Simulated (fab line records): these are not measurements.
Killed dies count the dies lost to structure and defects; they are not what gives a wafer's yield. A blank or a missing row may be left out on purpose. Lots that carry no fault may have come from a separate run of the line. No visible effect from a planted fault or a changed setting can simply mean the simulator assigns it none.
One fault through the eyes of 2 desks	flow gf180mcu	only its own numbers are on each desk; what lay behind them is given at the end

METROLOGY DESK
Means of the sampled wafers that have a number, per lot and without regard to the tool the lot ran on: this is what the gauges read. Marked OUT: a lot whose mean sits more than 4 standard deviations from the usual mean, which makes it out of limits; the brackets give that distance.
Columns: A = PASSIVATION_BOW at GF_PASSIVATION_BOW_MEAS_14, usual 140 um
lot	first seen here	A
L756	day 29 01:10	132
L758	day 29 13:38	157
L761	day 30 11:31	126
L762	day 30 19:50	136
L763	day 31 05:41	136
L766	day 31 22:16	153
L769	day 32 22:40	136
L770	day 33 02:20	138
L771	day 33 07:53	144
L773	day 33 18:19	133
L778	day 34 19:13	141
L779	day 35 04:05	150
This desk found nothing out of limits on any of the 12 lots.

AT THE TOOL OWNER'S DESK: rieMetal-02
The tool's own readings at GF_M2_METAL_ETCH_16 (etches the open film in Cl2/BCl3, stops on SiO2, target depth 627.5 nm, time 104.6 s): means of the sampled wafers that have a number, for each lot that ran on this tool. Marked OUT: a lot whose mean sits more than 4 standard deviations from the usual mean, which makes it out of limits; the brackets give that distance.
Columns: A = bcl3FlowSccm at GF_M2_METAL_ETCH_16, usual 40.00 sccm; B = drypumpMotorCurrentA at GF_M2_METAL_ETCH_16, usual 5.9 A; C = oesProductAu at GF_M2_METAL_ETCH_16, usual 0.972 a.u.; D = throttleValvePct at GF_M2_METAL_ETCH_16, usual 28.251 %
lot	first seen here	A	B	C	D
L758	day 19 22:50	39.97	5.6	0.970	28.255
L762	day 21 13:44	39.98	5.6	0.970	28.247
L763	day 22 00:28	39.85	6.4	0.977	28.250
L766	day 23 00:05	39.96	6.0	0.966	28.255
L769	day 24 06:19	40.08	5.6	0.972	28.251
L770	day 24 11:10	40.01	6.0	0.971	28.243
L771	day 24 20:20	39.97	5.6	0.976	28.242
This desk found nothing out of limits on any of the 7 lots.

BROUGHT TOGETHER
Nothing out of limits was seen by the metrology desk.
The tool owner's desk saw nothing out of limits.

WHAT THE SIMULATOR HAD INSERTED
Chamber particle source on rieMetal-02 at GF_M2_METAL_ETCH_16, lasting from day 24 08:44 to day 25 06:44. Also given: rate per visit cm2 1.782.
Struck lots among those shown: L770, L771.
